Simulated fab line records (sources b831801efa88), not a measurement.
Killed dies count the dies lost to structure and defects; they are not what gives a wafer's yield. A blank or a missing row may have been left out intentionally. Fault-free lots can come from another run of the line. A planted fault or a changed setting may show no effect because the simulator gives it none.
2 desks looking at one fault | flow sfq line | every desk sees just its own numbers, and what lay behind them comes last

== FROM THE METROLOGY DESK ==
Means of the sampled wafers that have a number, per lot and without regard to the tool the lot ran on: this is what the gauges read. Any lot whose mean is over 4 standard deviations away from the usual mean is out of limits and marked OUT; that distance is given in the brackets.
Columns: A = I7_BOW at SFQ_I7_BOW_MEAS_946, usual 9 um; B = I7_OVL at SFQ_I7_OVL_MEAS_947, usual -1 nm
lot  | first seen here | A  | B
L518 | day 74 03:01    | 7  | -1
L529 | day 79 00:42    | -1 | -9
L530 | day 79 07:56    | 9  | -8
L535 | day 80 15:42    | 12 | -0
L536 | day 80 23:01    | 19 | 1
L540 | day 82 18:58    | 1  | 6
Result from this desk: across the 6 lots, nothing is out of limits.

== THE TOOL OWNER'S DESK: rie diel-01 ==
The tool's own readings at SFQ_TRILAYER_I7_VIA_BARC_OPEN_VIA_ETCH_260 (etches BARC in O2, target depth 125 nm, time 41.7 s): means of the sampled wafers that have a number, for each lot that ran on this tool. Any lot whose mean is over 4 standard deviations away from the usual mean is out of limits and marked OUT; that distance is given in the brackets.
Columns: A = bias w at SFQ_TRILAYER_I7_VIA_BARC_OPEN_VIA_ETCH_260, usual 80.03 W; B = drypump motor current A at SFQ_TRILAYER_I7_VIA_BARC_OPEN_VIA_ETCH_260, usual 5.6 A; C = oes product au at SFQ_TRILAYER_I7_VIA_BARC_OPEN_VIA_ETCH_260, usual 0.685 a.u.
lot  | first seen here | A               | B   | C
L518 | day 75 11:12    | 79.94           | 5.6 | 0.685
L529 | day 79 04:19    | 73.70 (-29) OUT | 5.4 | 0.684
L530 | day 79 11:31    | 73.74 (-29) OUT | 5.3 | 0.681
This desk's verdict: out of limits on L529, L530, starting with L529 at day 79 04:19 (bias w at SFQ_TRILAYER_I7_VIA_BARC_OPEN_VIA_ETCH_260). In limits: L518.

== TAKEN TOGETHER ==
The tool owner's desk had the chance to raise an alarm at day 79 04:19 on L529, L530.
Nothing out of limits was seen by the metrology desk.
The metrology desk holds a record of L529, L530, inside its limits.
The lots listed all ran SFQ_TRILAYER_I7_VIA_BARC_OPEN_VIA_ETCH_260 on rie diel-01.

== WHAT THE SIMULATOR HAD INSERTED ==
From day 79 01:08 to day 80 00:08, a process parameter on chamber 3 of rie diel-01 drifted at SFQ_TRILAYER_I7_VIA_BARC_OPEN_VIA_ETCH_260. The setting bias w was moved by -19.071, starting from 80. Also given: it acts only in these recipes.
Shown lots that were struck: L529, L530.
Hours from the fault's start to each desk's first reading out of limits: the tool owner's desk, 3.
